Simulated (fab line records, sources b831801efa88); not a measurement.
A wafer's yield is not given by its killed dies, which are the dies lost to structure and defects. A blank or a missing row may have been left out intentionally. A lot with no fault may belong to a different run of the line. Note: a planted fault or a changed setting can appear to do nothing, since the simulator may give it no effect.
A lot that was struck, set against a sound lot	flow sfq line	14 out of 325 route steps
Sound: the wafers L688.1, L688.5, L688.6. Struck: wafer L698.5; the same lot's L698.4 was not struck, so it is left out; see the end for the cause.
At each step with rows: each side's tool, then ch and its chambers, then its first start. Under that, the readings that differ: sound wafers	struck wafers	difference of the means	sigmas: that difference in standard deviations of wafers without a fault.
alike: same words and numbers on both sides, and readings whose means sit less than 2 such deviations apart. not compared: any withheld reading, any reading some wafer has no value for, any bound like >300 that may hide the same value, and any number with overlapping values for which the record gives no deviation.
Wherever a step has rows on one side only, a row that says differs or no value, or a row with sigmas, the two part there. Non-overlapping numbers with no deviation appear without sigmas and do not part them. Lack of a reading on every wafer of one side parts them only where that side has two or more wafers.

first, 6 steps without rows for these wafers: SFQ_TRILAYER_M6_LITHO_COAT_164 (resist thk 62 nm); SFQ_TRILAYER_M6_LITHO_COAT_159 (resist thk 600 nm); SFQ_TRILAYER_M6_LITHO_SOFTBAKE_163; SFQ_TRILAYER_M6_LITHO_EXPOSE_160 (exposes mask M6, target cd 500 nm); SFQ_TRILAYER_M6_LITHO_PEB_162 (peb time 60 s); SFQ_TRILAYER_M6_LITHO_DEVELOP_161 (time 60 s).
SFQ_M6_OVL_MEAS_940:
  sound: overlay-02 at day 75 08:05; struck: overlay-02 at day 78 10:59
  alike: M6_OVL
SFQ_TRILAYER_M6_BARC_OPEN_METAL_ETCH_206: etches BARC in O2, target depth 125 nm, time 41.7 s.
  sound on rie metal-02 ch 0,1, day 75 08:08; struck on rie metal-02 ch 1, day 78 11:02
  alike: drypump motor current A, oes product au
  not compared: rf hours counter h
SFQ_TRILAYER_M6_ETCH_METAL_ETCH_162: etches Nb in Cl2/Ar, stops on SiO2, target depth 240 nm, time 120 s.
  sound on rie metal-02 ch 0,1, day 75 08:11; struck on rie metal-02 ch 1, day 78 11:07
  alike: drypump motor current A, oes product au
  not compared: rf hours counter h
SFQ_TRILAYER_M6_STRIP_STRIP_163: strips in O2.
  sound on rie metal-02 ch 0,1, day 75 08:19; struck on rie metal-02 ch 1, day 78 11:24
  alike: drypump motor current A, oes product au
  not compared: rf hours counter h
then, 1 step without rows for these wafers: SFQ_TRILAYER_M6_STRIP_SOLV_CLEAN_164 (cleans in NMP, time 600 s).
SFQ_TRILAYER_I6_DEP_PECVD_165: deposits SiO2 from SiH4/N2O, time 111.11 s, target thk 500 nm.
  sound on pecvd-02 ch 0,1, day 75 09:05; struck on pecvd-03 ch 2, day 78 12:01
  alike: heater power w, throttle valve pct
SFQ_TRILAYER_I6_CMP_CMP_166: polishes SiO2.
  sound on cmp-02 ch 0,2,3, day 75 14:52; struck on cmp-02 ch 2, day 78 23:26
reading	sound	struck	difference	sigmas
time to endpoint s (s)	206 208 204	113	-93	-10
  alike: motor current A
SFQ_I6_BOW_MEAS_941:
  sound: film metro-02 at day 75 16:22; struck: film metro-01 at day 78 23:59
  alike: I6_BOW

## WHERE THEY PART
Only at SFQ_TRILAYER_I6_CMP_CMP_166, as far as this record shows. Later steps at which nothing parts them and some readings are alike: SFQ_I6_BOW_MEAS_941.

WHY: the cause the simulator had injected
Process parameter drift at SFQ_TRILAYER_I6_CMP_CMP_166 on cmp-02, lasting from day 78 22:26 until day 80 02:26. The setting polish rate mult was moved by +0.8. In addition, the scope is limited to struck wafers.
